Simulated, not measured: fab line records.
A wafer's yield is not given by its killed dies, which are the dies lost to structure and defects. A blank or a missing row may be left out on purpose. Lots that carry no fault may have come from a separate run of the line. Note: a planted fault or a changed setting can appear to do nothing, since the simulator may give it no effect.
Which tool was responsible?    flow gf180mcu    Sampling: 12 lots, 36 wafers, 5 of 602 route steps

WHAT EACH GAUGE READ, for each wafer
GF_V5_RS_MEAS_24: measures by four-point-probe. Usual: for V5_W_RS the level is 0.326 ohm/sq and the standard deviation is 0.0045.
lot   measured      on            V5_W_RS (ohm/sq)   flag
L533  day 27 04:59  filmMetro-01  0.324 0.323 0.323  
L536  day 27 23:23  filmMetro-03  0.327 0.330 0.329  
L538  day 28 23:34  filmMetro-03  0.321 0.326 0.327  
L541  day 29 21:43  filmMetro-01  0.320 0.321 0.319  
L542  day 30 00:13  filmMetro-02  0.324 0.325 0.324  
L544  day 30 18:07  filmMetro-01  0.321 0.321 0.323  
L545  day 30 22:05  filmMetro-01  0.322 0.323 0.322  
L548  day 31 19:23  filmMetro-02  0.333 0.335 0.333  
L549  day 31 19:35  filmMetro-03  0.322 0.324 0.319  
L550  day 31 23:55  filmMetro-03  0.320 0.324 0.319  
L554  day 33 06:11  filmMetro-02  0.329 0.332 0.331  
L556  day 33 11:16  filmMetro-01  0.321 0.322 0.325  

WHICH TOOL RAN EACH LOT (tool, then ch and the chambers of the sampled wafers, then the start)
lot   GF_MIM_SPUTTER_03            GF_MIM_SPUTTER_04            GF_V5_CMP_04                   GF_V5_ETCH_17
L533  pvdSputter-02, day 24 10:13  pvdSputter-02, day 24 10:14  cmp-02 ch 0,1, day 26 07:20    rieDiel-02 ch 0,3, day 27 04:59 or earlier
L536  pvdSputter-02, day 25 06:17  pvdSputter-02, day 25 06:18  cmp-01 ch 2,3, day 27 01:48    rieDiel-02 ch 1,2, day 27 23:23 or earlier
L538  pvdSputter-03, day 26 09:25  pvdSputter-03, day 26 09:27  cmp-02 ch 0,2,3, day 28 02:54  rieDiel-02 ch 0,1,3, day 28 23:34 or earlier
L541  pvdSputter-03, day 27 08:24  pvdSputter-03, day 27 08:25  cmp-02 ch 2,3, day 29 01:17    rieDiel-02 ch 0,1,3, day 29 21:43 or earlier
L542  pvdSputter-01, day 27 11:25  pvdSputter-01, day 27 11:27  cmp-02 ch 0,3, day 29 04:35    rieDiel-02 ch 0,1,3, day 30 00:13 or earlier
L544  pvdSputter-02, day 28 06:55  pvdSputter-02, day 28 06:56  cmp-02 ch 0,2,3, day 29 22:21  rieDiel-02 ch 0,1,3, day 30 18:07 or earlier
L545  pvdSputter-03, day 28 10:44  pvdSputter-03, day 28 10:45  cmp-01 ch 1,2, day 30 01:47    rieDiel-02 ch 2,3, day 30 22:05 or earlier
L548  pvdSputter-03, day 29 08:34  pvdSputter-03, day 29 08:35  cmp-02 ch 1,3, day 31 00:23    rieDiel-02 ch 1,2,3, day 31 19:23 or earlier
L549  pvdSputter-01, day 29 10:30  pvdSputter-01, day 29 10:31  cmp-02 ch 1,3, day 31 01:05    rieDiel-04 ch 0,1, day 31 19:35 or earlier
L550  pvdSputter-03, day 29 15:36  pvdSputter-03, day 29 15:37  cmp-02 ch 0,2, day 31 05:07    rieDiel-01 ch 0,2,3, day 31 23:55 or earlier
L554  pvdSputter-03, day 31 00:58  pvdSputter-03, day 31 00:59  cmp-01 ch 0,1,2, day 32 12:51  rieDiel-01 ch 2,3, day 33 06:11 or earlier
L556  pvdSputter-03, day 31 06:51  pvdSputter-03, day 31 06:52  cmp-02 ch 0,2,3, day 32 18:14  rieDiel-04 ch 0,1,2, day 33 11:16 or earlier
- GF_MIM_SPUTTER_03: material Ti, target thk 10 nm, time 6.7 s.
- GF_MIM_SPUTTER_04: material TiN, target thk 50 nm, time 41.7 s.
- GF_V5_CMP_04: polishes SiO2.
- GF_V5_ETCH_17: etches SiO2 in C4F8/O2/Ar, stops on TiN, target depth 855 nm.

AS READ BY THE TOOLS THEMSELVES (means over the sampled wafers that have a number; for cases with no such wafer, the mark the record gives instead)
GF_MIM_SPUTTER_03. Usual: throttleValvePct 29.6 %, standard deviation 0.82.
lot   tool           throttleValvePct (%)  flag
L533  pvdSputter-02  28.5                  
L536  pvdSputter-02  28.6                  
L538  pvdSputter-03  29.6                  
L541  pvdSputter-03  29.3                  
L542  pvdSputter-01  30.3                  
L544  pvdSputter-02  29.2                  
L545  pvdSputter-03  29.4                  
L548  pvdSputter-03  29.4                  
L549  pvdSputter-01  30.4                  
L550  pvdSputter-03  29.6                  
L554  pvdSputter-03  29.5                  
L556  pvdSputter-03  29.4                  

GF_MIM_SPUTTER_04. Usual: throttleValvePct 29.6 %, standard deviation 0.81.
lot   tool           throttleValvePct (%)  flag
L533  pvdSputter-02  28.6                  
L536  pvdSputter-02  28.5                  
L538  pvdSputter-03  29.7                  
L541  pvdSputter-03  29.0                  
L542  pvdSputter-01  30.4                  
L544  pvdSputter-02  29.2                  
L545  pvdSputter-03  29.5                  
L548  pvdSputter-03  29.5                  
L549  pvdSputter-01  30.3                  
L550  pvdSputter-03  29.6                  
L554  pvdSputter-03  29.3                  
L556  pvdSputter-03  29.5                  

GF_V5_CMP_04. Usual: motorCurrentA 11.8 A, standard deviation 0.95; retainingRingPressureFrac 1.000, standard deviation 0.0047.
lot   tool    motorCurrentA (A)  retainingRingPressureFrac  flag
L533  cmp-02  11.8               0.996                      
L536  cmp-01  11.4               1.000                      
L538  cmp-02  11.7               0.997                      
L541  cmp-02  11.4               1.003                      
L542  cmp-02  11.0               1.000                      
L544  cmp-02  11.6               1.000                      
L545  cmp-01  11.9               1.002                      
L548  cmp-02  11.8               1.000                      
L549  cmp-02  11.8               1.005                      
L550  cmp-02  12.6               0.997                      
L554  cmp-01  11.6               1.001                      
L556  cmp-02  11.7               0.997                      

GF_V5_ETCH_17. Usual: oesProductAu 0.859 a.u., standard deviation 0.0045.
lot   tool        oesProductAu (a.u.)  flag
L533  rieDiel-02  0.861                
L536  rieDiel-02  0.858                
L538  rieDiel-02  0.866                
L541  rieDiel-02  0.859                
L542  rieDiel-02  0.858                
L544  rieDiel-02  0.861                
L545  rieDiel-02  0.863                
L548  rieDiel-02  0.858                
L549  rieDiel-04  0.861                
L550  rieDiel-01  0.857                
L554  rieDiel-01  0.862                
L556  rieDiel-04  0.895                OFF

THE ANSWER, worked out from the rows above alone
Rule: a lot counts as off when the mean over its wafers that have a number is more than 3 standard deviations away from the usual mean. A lot without any number at a reading at which 4 lots or more have one is off too. The other lots that the step has rows for count as sound. After the gauges, taken in route order, come the tools' own readings; for these a lot's mean is taken, as printed above. The first step at which some lot is off is used, and at that step the reading that is off furthest; a lot without a number counts as furthest.
Off at GF_V5_ETCH_17 (oesProductAu): L556.
A tool fits if, at that step or a process step before it, it ran every lot that is off, and no sound lot after the first of them. GF_V5_ETCH_17 gives no start for some lots, so the hours and the order of its lots are those of GF_V5_RS_MEAS_24. Can't be told from this: 3 tools fit, pvdSputter-03 at GF_MIM_SPUTTER_03 and GF_MIM_SPUTTER_04, cmp-02 at GF_V5_CMP_04, rieDiel-04 at GF_V5_ETCH_17.

WHAT THE SIMULATOR HAD PUT IN
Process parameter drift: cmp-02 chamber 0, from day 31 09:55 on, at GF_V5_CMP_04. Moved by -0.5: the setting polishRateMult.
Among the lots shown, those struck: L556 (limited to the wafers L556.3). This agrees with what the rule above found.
